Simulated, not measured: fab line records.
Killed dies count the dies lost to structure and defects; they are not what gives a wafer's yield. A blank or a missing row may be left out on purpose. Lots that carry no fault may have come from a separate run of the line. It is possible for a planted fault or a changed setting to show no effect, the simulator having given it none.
Chamber matching / flow sky130 / SKY_VIA4_ETCH_12 on rieDiel-04 has 4 sister chambers
The step etches SiO2 in C4F8/O2/Ar, stops on TiN, target depth 580 nm. 18 wafers are shown with their chamber, then 9 later ones without.

## WAFERS PAIRED WITH THEIR CHAMBERS
wafer=L079.1; chamber=0; biasW (W)=1195; oesProductAu (a.u.)=0.928
wafer=L079.2; chamber=1; biasW (W)=1199; oesProductAu (a.u.)=0.932
wafer=L079.6; chamber=1; biasW (W)=1201; oesProductAu (a.u.)=0.928
wafer=L080.2; chamber=3; biasW (W)=1197; oesProductAu (a.u.)=0.925
wafer=L080.4; chamber=1; biasW (W)=1198; oesProductAu (a.u.)=0.925
wafer=L080.6; chamber=1; biasW (W)=1199; oesProductAu (a.u.)=0.933
wafer=L081.2; chamber=3; biasW (W)=1204; oesProductAu (a.u.)=0.930
wafer=L081.3; chamber=2; biasW (W)=1196; oesProductAu (a.u.)=0.927
wafer=L081.4; chamber=1; biasW (W)=1201; oesProductAu (a.u.)=0.925
wafer=L085.1; chamber=3; biasW (W)=1195; oesProductAu (a.u.)=0.922
wafer=L085.3; chamber=0; biasW (W)=1195; oesProductAu (a.u.)=0.922
wafer=L085.6; chamber=1; biasW (W)=1196; oesProductAu (a.u.)=0.926
wafer=L086.1; chamber=1; biasW (W)=1198; oesProductAu (a.u.)=0.928
wafer=L086.2; chamber=3; biasW (W)=1201; oesProductAu (a.u.)=0.920
wafer=L086.6; chamber=1; biasW (W)=1200; oesProductAu (a.u.)=0.926
wafer=L088.1; chamber=0; biasW (W)=1200; oesProductAu (a.u.)=0.932
wafer=L088.5; chamber=0; biasW (W)=1203; oesProductAu (a.u.)=0.924
wafer=L088.6; chamber=3; biasW (W)=1200; oesProductAu (a.u.)=0.931

SIGNATURES (means of the wafers above)
reading=biasW; chamber 0=1198.25; chamber 1=1199.00; chamber 2=1196.00; chamber 3=1199.40; scatter within a chamber=2.88
reading=oesProductAu; chamber 0=0.92650; chamber 1=0.92788; chamber 2=0.92700; chamber 3=0.92560; scatter within a chamber=0.00396
Rule: a wafer lies at a distance from a chamber equal to the root of the sum of squares, over the readings, of (its reading less the chamber's mean, divided by the reading's scatter). If the next closest chamber is less than 2 further off than the closest, the wafer can't be placed; otherwise it belongs to the closest. How the scatter is found: for the shown wafers, subtract from each reading the mean of its chamber, square and add these, divide the total by (wafers less chambers), then take the root.

## WAFERS WHOSE CHAMBER IS MISSING
wafer=L090.4; biasW (W)=1196; oesProductAu (a.u.)=0.921
wafer=L090.5; biasW (W)=1195; oesProductAu (a.u.)=0.926
wafer=L090.6; biasW (W)=1197; oesProductAu (a.u.)=0.928
wafer=L089.2; biasW (W)=1191; oesProductAu (a.u.)=0.927
wafer=L089.4; biasW (W)=1193; oesProductAu (a.u.)=0.923
wafer=L089.5; biasW (W)=1199; oesProductAu (a.u.)=0.921
wafer=L097.1; biasW (W)=1200; oesProductAu (a.u.)=0.924
wafer=L097.2; biasW (W)=1197; oesProductAu (a.u.)=0.926
wafer=L097.5; biasW (W)=1198; oesProductAu (a.u.)=0.925

## EACH ONE'S CHAMBER
wafer=L090.4; from the rows above=can't be placed: 2 or 0 or 3 or 1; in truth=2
wafer=L090.5; from the rows above=can't be placed: 2 or 0 or 1 or 3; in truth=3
wafer=L090.6; from the rows above=can't be placed: 2 or 0 or 1 or 3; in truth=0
wafer=L089.2; from the rows above=can't be placed: 2 or 0 or 1 or 3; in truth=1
wafer=L089.4; from the rows above=can't be placed: 2 or 0 or 3 or 1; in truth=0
wafer=L089.5; from the rows above=can't be placed: 3 or 0 or 1 or 2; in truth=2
wafer=L097.1; from the rows above=can't be placed: 3 or 0 or 1 or 2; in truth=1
wafer=L097.2; from the rows above=can't be placed: 2 or 0 or 3 or 1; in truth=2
wafer=L097.5; from the rows above=can't be placed: 0 or 3 or 1 or 2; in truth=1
Correctly placed: 0 of 9. Not placeable from these rows: 9 (in 9, the candidates include the true chamber). Wrongly placed: 0.
